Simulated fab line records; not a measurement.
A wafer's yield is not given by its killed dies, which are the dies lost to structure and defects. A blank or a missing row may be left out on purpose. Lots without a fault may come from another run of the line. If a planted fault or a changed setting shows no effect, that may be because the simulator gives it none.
Which of the tools did it? :: flow gf180mcu :: 33 wafers from 11 lots sampled at 6 of the route's 602 steps

== WHAT THE GAUGES READ, wafer by wafer ==
GF_CONTACT_THK_MEAS_03. Usual: CONTACT_CVD_02_THK typically reads 866 nm, with standard deviation 12.
lot: L601
measured: day 14 20:56
on: film-metro-04
CONTACT_CVD_02_THK (nm): 872 875 867
flag: 

lot: L603
measured: day 15 12:28
on: film-metro-04
CONTACT_CVD_02_THK (nm): 860 887 867
flag: 

lot: L605
measured: day 16 14:55
on: film-metro-03
CONTACT_CVD_02_THK (nm): 865 855 853
flag: 

lot: L604
measured: day 16 19:17
on: film-metro-03
CONTACT_CVD_02_THK (nm): 869 884 881
flag: 

lot: L606
measured: day 17 10:52
on: film-metro-03
CONTACT_CVD_02_THK (nm): 851 869 857
flag: 

lot: L609
measured: day 18 10:50
on: film-metro-04
CONTACT_CVD_02_THK (nm): 861 868 859
flag: 

lot: L610
measured: day 19 01:43
on: film-metro-04
CONTACT_CVD_02_THK (nm): 864 872 861
flag: 

lot: L615
measured: day 20 08:37
on: film-metro-04
CONTACT_CVD_02_THK (nm): 857 862 873
flag: 

lot: L619
measured: day 21 16:54
on: film-metro-03
CONTACT_CVD_02_THK (nm): 860 878 880
flag: 

lot: L623
measured: day 22 23:02
on: film-metro-04
CONTACT_CVD_02_THK (nm): 867 870 895
flag: 

lot: L624
measured: day 23 06:51
on: film-metro-03
CONTACT_CVD_02_THK (nm): 826 853 843
flag: 

GF_CONTACT_CD_MEAS_14: the cd target is 220 nm. Usual: 219.8 nm for cd-nm, sd 1.2.
lot: L601
measured: day 15 19:25
on: cd-sem-02
cd-nm (nm): 218.6 217.2 217.2
flag: 

lot: L603
measured: day 16 10:41
on: cd-sem-01
cd-nm (nm): 220.9 219.4 221.7
flag: 

lot: L605
measured: day 17 14:03
on: cd-sem-02
cd-nm (nm): 221.0 220.3 221.7
flag: 

lot: L604
measured: day 17 19:25
on: cd-sem-02
cd-nm (nm): 220.6 220.1 220.2
flag: 

lot: L606
measured: day 18 10:29
on: cd-sem-02
cd-nm (nm): 219.3 219.3 220.0
flag: 

lot: L609
measured: day 19 11:04
on: cd-sem-01
cd-nm (nm): 218.2 219.1 219.4
flag: 

lot: L610
measured: day 20 02:29
on: cd-sem-02
cd-nm (nm): 221.5 220.7 222.1
flag: 

lot: L615
measured: day 21 09:06
on: cd-sem-01
cd-nm (nm): 218.9 220.3 218.9
flag: 

lot: L619
measured: day 22 16:39
on: cd-sem-01
cd-nm (nm): 220.0 221.6 220.6
flag: 

lot: L623
measured: day 23 21:31
on: cd-sem-01
cd-nm (nm): 221.3 221.6 219.8
flag: 

lot: L624
measured: day 24 05:53
on: cd-sem-02
cd-nm (nm): 220.4 219.9 220.4
flag: 

GF_M1_RS_MEAS_05: measurement is done with a four-point probe. Usual: M1_ALCU_RS typically reads 0.0698 ohm/sq, with standard deviation 0.00066.
lot: L601
measured: day 15 20:57
on: film-metro-01
M1_ALCU_RS (ohm/sq): 0.0704 0.0706 0.0705
flag: 

lot: L603
measured: day 16 12:13
on: film-metro-04
M1_ALCU_RS (ohm/sq): 0.0701 0.0698 0.0699
flag: 

lot: L605
measured: day 17 15:34
on: film-metro-01
M1_ALCU_RS (ohm/sq): 0.0699 0.0703 0.0699
flag: 

lot: L604
measured: day 17 20:56
on: film-metro-01
M1_ALCU_RS (ohm/sq): 0.0704 0.0713 0.0709
flag: 

lot: L606
measured: day 18 12:10
on: film-metro-02
M1_ALCU_RS (ohm/sq): 0.0699 0.0695 0.0700
flag: 

lot: L609
measured: day 19 12:35
on: film-metro-01
M1_ALCU_RS (ohm/sq): 0.0699 0.0698 0.0699
flag: 

lot: L610
measured: day 20 04:01
on: film-metro-02
M1_ALCU_RS (ohm/sq): 0.0691 0.0694 0.0690
flag: 

lot: L615
measured: day 21 10:38
on: film-metro-01
M1_ALCU_RS (ohm/sq): 0.0700 0.0401 0.0694
flag: OFF

lot: L619
measured: day 22 18:10
on: film-metro-04
M1_ALCU_RS (ohm/sq): 0.0696 0.0694 0.0698
flag: 

lot: L623
measured: day 23 23:03
on: film-metro-04
M1_ALCU_RS (ohm/sq): 0.0698 0.0704 0.0706
flag: 

lot: L624
measured: day 24 07:25
on: film-metro-01
M1_ALCU_RS (ohm/sq): 0.0710 0.0714 0.0707
flag: 

GF_M1_THK_MEAS_06: measures by xrf. Usual: M1_ALCU_THK typically reads 447 nm, with standard deviation 4.5.
lot: L601
measured: day 15 21:02
on: film-metro-01
M1_ALCU_THK (nm): 445 444 443
flag: 

lot: L603
measured: day 16 12:19
on: film-metro-04
M1_ALCU_THK (nm): 444 448 447
flag: 

lot: L605
measured: day 17 15:41
on: film-metro-01
M1_ALCU_THK (nm): 447 443 450
flag: 

lot: L604
measured: day 17 21:01
on: film-metro-01
M1_ALCU_THK (nm): 442 439 440
flag: 

lot: L606
measured: day 18 12:16
on: film-metro-02
M1_ALCU_THK (nm): 443 446 443
flag: 

lot: L609
measured: day 19 12:41
on: film-metro-01
M1_ALCU_THK (nm): 448 449 447
flag: 

lot: L610
measured: day 20 04:07
on: film-metro-02
M1_ALCU_THK (nm): 450 448 450
flag: 

lot: L615
measured: day 21 10:45
on: film-metro-01
M1_ALCU_THK (nm): 446 780 453
flag: OFF

lot: L619
measured: day 22 18:17
on: film-metro-04
M1_ALCU_THK (nm): 448 450 449
flag: 

lot: L623
measured: day 23 23:10
on: film-metro-04
M1_ALCU_THK (nm): 448 441 441
flag: 

lot: L624
measured: day 24 07:32
on: film-metro-01
M1_ALCU_THK (nm): 438 436 440
flag: 

== WHAT TOOL EACH LOT RAN ON (gives the tool, then ch and the chambers of the sampled wafers, and finally the start) ==
lot: L601
GF_CONTACT_CMP_04: cmp-01 ch 1,2,3, day 14 21:04
GF_M1_SPUTTER_02: pvd-sputter-03, day 15 20:48

lot: L603
GF_CONTACT_CMP_04: cmp-01 ch 0,3, day 15 12:30
GF_M1_SPUTTER_02: pvd-sputter-03, day 16 12:05

lot: L605
GF_CONTACT_CMP_04: cmp-02 ch 1,2,3, day 16 14:58
GF_M1_SPUTTER_02: pvd-sputter-01, day 17 15:28

lot: L604
GF_CONTACT_CMP_04: cmp-02 ch 1,2, day 16 19:22
GF_M1_SPUTTER_02: pvd-sputter-03, day 17 20:47

lot: L606
GF_CONTACT_CMP_04: cmp-02 ch 0,3, day 17 10:55
GF_M1_SPUTTER_02: pvd-sputter-01, day 18 12:03

lot: L609
GF_CONTACT_CMP_04: cmp-02 ch 1,2, day 18 10:56
GF_M1_SPUTTER_02: pvd-sputter-01, day 19 12:28

lot: L610
GF_CONTACT_CMP_04: cmp-02 ch 0,1,2, day 19 01:46
GF_M1_SPUTTER_02: pvd-sputter-01, day 20 03:53

lot: L615
GF_CONTACT_CMP_04: cmp-02 ch 0,1,3, day 20 08:43
GF_M1_SPUTTER_02: pvd-sputter-01, day 21 10:32

lot: L619
GF_CONTACT_CMP_04: cmp-02 ch 0,1,3, day 21 17:04
GF_M1_SPUTTER_02: pvd-sputter-03, day 22 18:04

lot: L623
GF_CONTACT_CMP_04: cmp-01 ch 0,1,3, day 22 23:08
GF_M1_SPUTTER_02: pvd-sputter-03, day 23 22:56

lot: L624
GF_CONTACT_CMP_04: cmp-01 ch 0,3, day 23 06:55
GF_M1_SPUTTER_02: pvd-sputter-03, day 24 07:20
- GF_CONTACT_CMP_04: polishes SiO2.
- GF_M1_SPUTTER_02: material AlCu, target thk 450 nm, time 23.9 s.

== WHAT THE TOOLS THEMSELVES READ (means of the sampled wafers that have a number; where no wafer has one, the mark that the record gives instead) ==
GF_CONTACT_CMP_04. Usual: motor-current-A 12.3 A, standard deviation 1.3; time-to-endpoint-s 115 s, standard deviation 6.1.
lot: L601
tool: cmp-01
motor-current-A (A): 11.3
time-to-endpoint-s (s): 114
flag: 

lot: L603
tool: cmp-01
motor-current-A (A): 11.5
time-to-endpoint-s (s): 114
flag: 

lot: L605
tool: cmp-02
motor-current-A (A): 12.9
time-to-endpoint-s (s): 109
flag: 

lot: L604
tool: cmp-02
motor-current-A (A): 13.4
time-to-endpoint-s (s): 121
flag: 

lot: L606
tool: cmp-02
motor-current-A (A): 11.3
time-to-endpoint-s (s): 111
flag: 

lot: L609
tool: cmp-02
motor-current-A (A): 13.8
time-to-endpoint-s (s): 119
flag: 

lot: L610
tool: cmp-02
motor-current-A (A): 13.0
time-to-endpoint-s (s): 120
flag: 

lot: L615
tool: cmp-02
motor-current-A (A): 12.7
time-to-endpoint-s (s): 114
flag: 

lot: L619
tool: cmp-02
motor-current-A (A): 12.7
time-to-endpoint-s (s): 117
flag: 

lot: L623
tool: cmp-01
motor-current-A (A): 12.2
time-to-endpoint-s (s): 114
flag: 

lot: L624
tool: cmp-01
motor-current-A (A): 12.6
time-to-endpoint-s (s): 105
flag: 

GF_M1_SPUTTER_02. Usual: 30.3 % for throttle-valve-pct, sd 1.1.
lot: L601
tool: pvd-sputter-03
throttle-valve-pct (%): 30.0
flag: 

lot: L603
tool: pvd-sputter-03
throttle-valve-pct (%): 30.0
flag: 

lot: L605
tool: pvd-sputter-01
throttle-valve-pct (%): 30.9
flag: 

lot: L604
tool: pvd-sputter-03
throttle-valve-pct (%): 29.2
flag: 

lot: L606
tool: pvd-sputter-01
throttle-valve-pct (%): 30.9
flag: 

lot: L609
tool: pvd-sputter-01
throttle-valve-pct (%): 30.6
flag: 

lot: L610
tool: pvd-sputter-01
throttle-valve-pct (%): 30.9
flag: 

lot: L615
tool: pvd-sputter-01
throttle-valve-pct (%): 31.4
flag: 

lot: L619
tool: pvd-sputter-03
throttle-valve-pct (%): 30.1
flag: 

lot: L623
tool: pvd-sputter-03
throttle-valve-pct (%): 29.4
flag: 

lot: L624
tool: pvd-sputter-03
throttle-valve-pct (%): 29.5
flag: 

== THE ANSWER, worked out from the rows above alone ==
Rule: a lot is off if the mean of its wafers that have a number lies more than 3 standard deviations from the usual mean. Also off: a lot with no number at a reading for which 4 or more lots have one. Any other lot the step has rows for is counted as sound. The gauges are gone through in route order, then the tools' own readings, and for those a lot's mean is taken as printed above. The first step at which some lot is off is used, and at that step the reading that is off furthest; a lot without a number counts as furthest.
Off: at GF_M1_RS_MEAS_05 (M1_ALCU_RS), L615.
If a tool, at a process step before that reading, ran all the lots that are off and no sound lot after the first of them, it fits. The gauges at GF_M1_RS_MEAS_05 are tried like those tools. One fits: pvd-sputter-01 at GF_M1_SPUTTER_02. Its last sound lot is L610 (day 20 03:53), its first lot that is off L615 (day 21 10:32): a fault that began between those two fits.

== WHAT THE SIMULATOR PUT IN ==
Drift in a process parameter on pvd-sputter-01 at GF_M1_SPUTTER_02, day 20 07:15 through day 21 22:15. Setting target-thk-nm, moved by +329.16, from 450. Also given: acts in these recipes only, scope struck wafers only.
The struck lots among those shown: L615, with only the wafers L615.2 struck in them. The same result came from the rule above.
